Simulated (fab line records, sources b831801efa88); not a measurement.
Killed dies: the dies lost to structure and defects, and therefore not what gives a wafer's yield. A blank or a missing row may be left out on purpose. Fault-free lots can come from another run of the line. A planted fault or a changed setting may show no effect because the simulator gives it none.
Comparing a struck lot with a sound one    flow sky130    23 steps out of a route of 708
Sound: wafers L903.1, L903.2, L903.3. Wafers struck: L922.3, L922.5, L922.6. At the end, the cause is stated.
For every step that has rows: the tool of each side, followed by ch and its chambers, followed by its first start. Under that, the readings that differ: sound wafers    struck wafers    difference of the means    sigmas: that difference in standard deviations of wafers without a fault.
alike: same words and numbers on both sides, and readings whose means sit less than 2 such deviations apart. not compared: any withheld reading, any reading some wafer has no value for, any bound like >300 that may hide the same value, and any number with overlapping values for which the record gives no deviation.
The two part at a step that has a row with sigmas, a row that says differs or no value, or rows on one side only. When numbers do not overlap yet have no deviation, they are printed without sigmas and do not part them. A reading that every wafer of one side lacks parts them only if that side has two wafers or more.

first, 1 step without rows for these wafers: SKY_SONOS_ONO_DEVELOP_12 (develop time 60 s).
SKY_SONOS_ONO_CD_MEAS_13 targets a cd of 410 nm.
  sound on cd-sem-01 at day 13 00:29; struck on cd-sem-01 at day 19 12:37
  alike: cd-nm
SKY_SONOS_ONO_OVL_MEAS_14:
  sound on overlay-01 at day 13 00:36; struck on overlay-02 at day 19 12:43
  alike: SONOS_ONO_OVL
SKY_SONOS_ONO_ETCH_15: etches the open film in CHF3/O2, target depth 19.52 nm, time 7.8 s.
  sound on rie-diel-02 ch 1,2,3, day 13 00:38; struck on rie-diel-03 ch 2,3, day 19 12:44
  alike: drypump-motor-current-A, oes-product-au, throttle-valve-pct
  not compared: rf-hours-counter-h
then, 1 step without rows for these wafers: SKY_SONOS_ONO_WET_ETCH_16 (etches SiO2 in dHF, target depth 14 nm, time 280 s).
SKY_SONOS_ONO_STRIP_17: strips in O2/N2.
  sound on plasma-asher-03 ch 0,1, day 13 00:44; struck on plasma-asher-02 ch 0,1, day 19 12:52
reading                       sound              struck             difference  sigmas
drypump-motor-current-A (A)   6.0 6.5 6.5        5.6 5.6 5.6        -0.7        -2
strip-time-to-endpoint-s (s)  14.19 14.19 14.20  14.08 14.08 14.03  -0.13       -3
  alike: n2-flow-sccm, oes-product-au
  not compared: rf-hours-counter-h
then, 3 steps without rows for these wafers: SKY_SONOS_ONO_WET_ETCH_18 (etches Si3N4 in H3PO4, target depth 15 nm, time 172 s); SKY_GATE_OXIDE_CLEAN_00 (cleans in SC1/SC2, time 150 s); SKY_GATE_OXIDE_OXIDATION_01 (stabilise 600 s, purge 300 s, target thk 10.268 nm).
SKY_GATE_OXIDE_THK_MEAS_02:
  sound on film-metro-01 at day 13 02:38; struck on film-metro-04 at day 19 15:17
  alike: GATE_OXIDE_OXIDATION_00_THK
then, 2 steps without rows for these wafers: SKY_GATE_OXIDE_DEHYDRATE_03 (time 60 s); SKY_GATE_OXIDE_HMDS_04 (prime time 60 s).
SKY_GATE_OXIDE_COAT_05: resist thk 1140 nm.
  sound on litho-track-04 ch 0, day 13 14:58; struck on litho-track-04 ch 0, day 20 06:10
reading                                          sound           struck          difference  sigmas
model.NOVOLAK_of_GATE_OXIDE_COAT_05.thk-nm (nm)  1140 1138 1140  1107 1109 1111  -30         
  alike: resist-line-temp-C
then, 3 steps without rows for these wafers: SKY_GATE_OXIDE_SOFTBAKE_06 (time 60 s); SKY_GATE_OXIDE_EXPOSE_07 (exposes mask LVOM, target cd 600 nm); SKY_GATE_OXIDE_PEB_08.
SKY_GATE_OXIDE_DEVELOP_09: develop time 60 s.
  sound on litho-track-04 ch 0, day 14 04:01; struck on litho-track-04 ch 0, day 20 21:01
reading                                          sound           struck          difference  sigmas
model.NOVOLAK_of_GATE_OXIDE_COAT_05.thk-nm (nm)  1139 1138 1139  1106 1108 1111  -30         
  alike: resist-line-temp-C
SKY_GATE_OXIDE_OVL_MEAS_10:
  sound on overlay-01 at day 14 04:10; struck on overlay-01 at day 20 21:07
  alike: GATE_OXIDE_OVL
then, 2 steps without rows for these wafers: SKY_GATE_OXIDE_IMPLANT_11; SKY_GATE_OXIDE_WET_ETCH_12 (etches SiO2 in dHF, target depth 16.8 nm, time 336 s).
SKY_GATE_OXIDE_STRIP_13: strips in O2/N2.
  sound on plasma-asher-03 ch 0,1, day 14 04:27; struck on plasma-asher-03 ch 0,1, day 20 21:26
reading                       sound              struck             difference  sigmas
strip-time-to-endpoint-s (s)  14.18 14.18 14.17  13.80 13.82 13.84  -0.36       -9
  alike: drypump-motor-current-A, n2-flow-sccm, oes-product-au
  not compared: rf-hours-counter-h
SKY_GATE_OXIDE_TW_MEAS_14:
  sound on film-metro-02 at day 14 04:33; struck on film-metro-01 at day 20 21:31
reading        sound              struck             difference  sigmas
GATE_OXIDE_TW  227.5 227.6 227.5  223.6 226.1 224.0  -3.0        -2
-- here the record skips 30 days between the struck wafers' starts before and after, leaving off in module GATE_OXIDE and picking up in module PAD_OPEN (first step shown: number 708 of the route) --
SKY_PAD_OPEN_PROBE_99:
  sound on prober-02 at day 46 01:56; struck on prober-02 at day 50 10:05
  alike: killed_at_M0_to_M3, killed_at_M4_up, killed-at-contacts, killed-at-front-end, killed-at-other, killed-dies, killed-open, killed-short

## WHERE THEY PART
Earliest at SKY_SONOS_ONO_STRIP_17; latest, in this record, at SKY_GATE_OXIDE_TW_MEAS_14. Later steps at which nothing parts them and some readings are alike: SKY_PAD_OPEN_PROBE_99.

WHY: the cause the simulator had injected
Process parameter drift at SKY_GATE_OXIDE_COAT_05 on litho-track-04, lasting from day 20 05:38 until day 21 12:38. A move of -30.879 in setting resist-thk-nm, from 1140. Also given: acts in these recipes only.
